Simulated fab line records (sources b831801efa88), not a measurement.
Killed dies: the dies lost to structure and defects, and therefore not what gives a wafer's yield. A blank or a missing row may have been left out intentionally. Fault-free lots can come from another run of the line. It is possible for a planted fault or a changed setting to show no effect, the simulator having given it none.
What tool caused it? | flow gf180mcu | 6 lots with 18 wafers sampled at 3 steps, on a route of 602 steps

WHAT EACH GAUGE READ, for each wafer
GF_TOP_METAL_RS_MEAS_05: a four-point-probe measurement.
lot  | measured     | on            | TOP_METAL_ALCU_RS (ohm/sq)
L578 | day 27 21:16 | film_metro-03 | 0.0317 0.0326 0.0324
L581 | day 28 23:49 | film_metro-03 | 0.0327 0.0324 0.0328
L583 | day 29 10:44 | film_metro-03 | 0.0330 0.0323 0.0331
L587 | day 30 20:51 | film_metro-02 | 0.0330 0.0338 0.0333
L594 | day 32 20:41 | film_metro-04 | 0.0325 0.0332 0.0326
L597 | day 33 07:13 | film_metro-02 | 0.0326 0.0327 0.0328

TOOL THAT RAN EACH LOT (tool first, then ch and the chambers of the sampled wafers, then the start)
lot  | GF_V5_SPUTTER_22             | GF_TOP_METAL_SPUTTER_02
L578 | pvd_sputter-04, day 27 20:25 | pvd_sputter-03, day 27 21:10
L581 | pvd_sputter-04, day 28 22:58 | pvd_sputter-01, day 28 23:43
L583 | pvd_sputter-01, day 29 09:53 | pvd_sputter-03, day 29 10:38
L587 | pvd_sputter-02, day 30 19:59 | pvd_sputter-02, day 30 20:45
L594 | pvd_sputter-02, day 32 19:50 | pvd_sputter-01, day 32 20:35
L597 | pvd_sputter-01, day 33 06:20 | pvd_sputter-03, day 33 07:06
- GF_V5_SPUTTER_22: material TiN, target thk 10 nm, time 40 s.
- GF_TOP_METAL_SPUTTER_02: material AlCu, target thk 900 nm, time 47.82 s.

THE ANSWER, worked out from the rows above alone
Rule: usual is defined by the lots themselves. Put in order of their means at a reading, lots are off if they are a third of the lots or fewer, leave a main group of 4 or more, and stand apart from it by a gap of 3 or more times the standard deviation of the main group's means; of several such gaps the widest counts. A main group is skipped when, at the precision printed for the reading in the tables above, its means are all equal. Also off: a lot with no number at a reading for which 4 or more lots have one. Where the step has rows for the other lots, those lots are counted as sound.
Across all readings shown, no lot is off: no conclusion can be drawn from this.

WHAT WAS PUT IN BY THE SIMULATOR
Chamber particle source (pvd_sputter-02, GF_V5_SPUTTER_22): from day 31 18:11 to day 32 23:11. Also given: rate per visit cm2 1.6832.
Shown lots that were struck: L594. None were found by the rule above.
